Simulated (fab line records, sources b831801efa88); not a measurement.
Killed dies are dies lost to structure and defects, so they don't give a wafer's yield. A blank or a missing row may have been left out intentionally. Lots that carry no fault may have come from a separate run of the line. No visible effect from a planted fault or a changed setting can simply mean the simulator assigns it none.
A lot that was struck, set against a sound lot / flow sfq_line / 15 steps out of a route of 325
Sound: the wafers L456.1, L456.2, L456.4. Struck: wafer L465.6; the same lot's L465.3 was not struck, so it is left out; see the end for the cause.
For every step that has rows: the tool of each side, followed by ch and its chambers, followed by its first start. Under that, the readings that differ: sound wafers / struck wafers / difference of the means / sigmas: that difference in standard deviations of wafers without a fault.
alike: a reading whose means differ by less than 2 such deviations, as well as words and numbers matching on both sides. not compared: withheld readings; readings where some wafer has no value; bounds like >300 that might hide an equal value; numbers whose values overlap and for which the record gives no deviation.
A row with sigmas, a row that says differs or no value, or rows on one side alone: a step with any of these is where the two part. Non-overlapping numbers with no deviation appear without sigmas and do not part them. A reading that every wafer of one side lacks parts them only if that side has two wafers or more.

first, 1 step without rows for these wafers: SFQ_TRILAYER_M6_STRIP_SOLV_CLEAN_164 (cleans in NMP, time 600 s).
SFQ_TRILAYER_I6_DEP_PECVD_165: deposits SiO2 from SiH4/N2O, time 111.11 s, target thk 500 nm.
  sound on pecvd-03 ch 0,2, day 61 18:58; struck on pecvd-01 ch 1, day 65 04:05
  alike: heater_power_w, throttle_valve_pct
SFQ_TRILAYER_I6_CMP_CMP_166: polishes SiO2.
  sound on cmp-02 ch 1,2,3, day 62 08:50; struck on cmp-01 ch 1, day 65 07:58
  alike: motor_current_A, time_to_endpoint_s
SFQ_I6_BOW_MEAS_941:
  sound on film_metro-02 at day 62 11:50; struck on film_metro-03 at day 65 09:00
  alike: I6_BOW
SFQ_TRILAYER_I6_METRO_MEASURE_167:
  sound on film_metro-02 at day 62 11:57; struck on film_metro-03 at day 65 09:29
  alike: thk_nm
then, 6 steps without rows for these wafers: SFQ_TRILAYER_I6_VIA_LITHO_COAT_174 (resist thk 62 nm); SFQ_TRILAYER_I6_VIA_LITHO_COAT_169 (resist thk 650 nm); SFQ_TRILAYER_I6_VIA_LITHO_SOFTBAKE_173; SFQ_TRILAYER_I6_VIA_LITHO_EXPOSE_170 (exposes mask I6, target cd 700 nm); SFQ_TRILAYER_I6_VIA_LITHO_PEB_172 (peb time 60 s); SFQ_TRILAYER_I6_VIA_LITHO_DEVELOP_171 (time 60 s).
-- the record jumps here: 4 days lie between the struck wafers' starts before and after --
SFQ_I6_OVL_MEAS_942:
  sound on overlay-02 at day 66 17:32; struck on overlay-01 at day 69 06:52
  alike: I6_OVL
SFQ_TRILAYER_I6_VIA_BARC_OPEN_VIA_ETCH_235: etches BARC in O2, target depth 125 nm, time 41.7 s.
  sound on rie_diel-02 ch 2,3, day 66 17:34; struck on rie_diel-02 ch 0, day 69 06:53
reading=oes_product_au (a.u.); sound=0.692 0.691 0.686; struck=0.631; difference=-0.059; sigmas=-13
reading=run_length_s (s); sound=70.2 71.0 70.5; struck=78.4; difference=+7.8; sigmas=+14
reading=model.KrF_of_TRILAYER_I6_VIA_LITHO_COAT_169.thk_nm (nm); sound=575.8 574.7 574.1; struck=560; difference=-15; sigmas=
  alike: drypump_motor_current_A
  not compared: rf_hours_counter_h
SFQ_TRILAYER_I6_VIA_ETCH_VIA_ETCH_172: etches SiO2 in CHF3, stops on Nb, target depth 260 nm.
  sound on rie_diel-02 ch 2,3, day 66 17:36; struck on rie_diel-02 ch 0, day 69 06:56
reading=model.KrF_of_TRILAYER_I6_VIA_LITHO_COAT_169.thk_nm (nm); sound=531.4 530 529.7; struck=513.6; difference=-16.8; sigmas=
  alike: drypump_motor_current_A, oes_product_au
SFQ_TRILAYER_I6_VIA_STRIP_STRIP_173: strips in O2.
  sound on rie_metal-02 ch 0,1, day 66 17:43; struck on rie_metal-04 ch 0, day 69 07:14
  alike: drypump_motor_current_A, oes_product_au
  not compared: rf_hours_counter_h

WHERE THEY PART
Only at SFQ_TRILAYER_I6_VIA_BARC_OPEN_VIA_ETCH_235, within this record. Later steps at which nothing parts them and some readings are alike: SFQ_TRILAYER_I6_VIA_ETCH_VIA_ETCH_172, SFQ_TRILAYER_I6_VIA_STRIP_STRIP_173.

WHY: the cause the simulator had injected
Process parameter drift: rie_diel-02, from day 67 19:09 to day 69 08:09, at SFQ_TRILAYER_I6_VIA_BARC_OPEN_VIA_ETCH_235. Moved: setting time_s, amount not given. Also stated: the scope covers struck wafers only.
